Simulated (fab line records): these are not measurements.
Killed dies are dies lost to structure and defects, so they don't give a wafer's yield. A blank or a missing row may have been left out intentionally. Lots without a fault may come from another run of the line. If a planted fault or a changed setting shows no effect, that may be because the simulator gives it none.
Matching of chambers | flow sky130 | SKY_VIA4_CMP_21 on cmp-01 has 4 sister chambers
The step polishes, stops on SiO2, t overpolish 25 s, target thk 0 nm. 8 wafers are shown with their chamber, then 6 later ones without.

WAFERS PAIRED WITH THEIR CHAMBERS
wafer  | chamber | motor current A (A) | time to endpoint s (s)
L820.2 | 3       | 9.8                 | 123
L820.4 | 0       | 10.9                | 119
L821.3 | 1       | 11.1                | 124
L821.4 | 0       | 11.2                | 123
L821.5 | 2       | 9.8                 | 116
L825.2 | 2       | 10.1                | 118
L825.3 | 3       | 9.9                 | 125
L825.4 | 1       | 10.9                | 121

WAFERS WITH NO CHAMBER GIVEN
wafer  | motor current A (A) | time to endpoint s (s)
L829.1 | 9.6                 | 122
L829.2 | 10.6                | 126
L829.4 | 9.9                 | 124
L830.2 | 11.0                | 126
L830.4 | 9.6                 | 125
L830.5 | 11.2                | 129

EACH ONE'S CHAMBER
wafer  | from the rows above          | in truth
L829.1 | can't be placed: 3 or 2      | 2
L829.2 | can't be placed: 1 or 0 or 3 | 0
L829.4 | 3                            | 3
L830.2 | can't be placed: 1 or 0      | 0
L830.4 | 3                            | 3
L830.5 | can't be placed: 1 or 0      | 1
Correct placement for 2 of the 6. Not placeable from these rows: 4 (in 4, the candidates include the true chamber). Number placed wrongly: 0.
How it was worked out, from the rows above alone: a wafer's distance from a chamber is the root of the sum, over the readings, of the square of ((its reading less the chamber's mean) divided by the reading's scatter). If the next closest chamber is less than 2 further off than the closest, the wafer can't be placed; otherwise it belongs to the closest. Each chamber's mean is taken over the wafers shown for it. The scatter: the root of (the sum of the squares of (reading less its chamber's mean) over the shown wafers, divided by (wafers less chambers)).
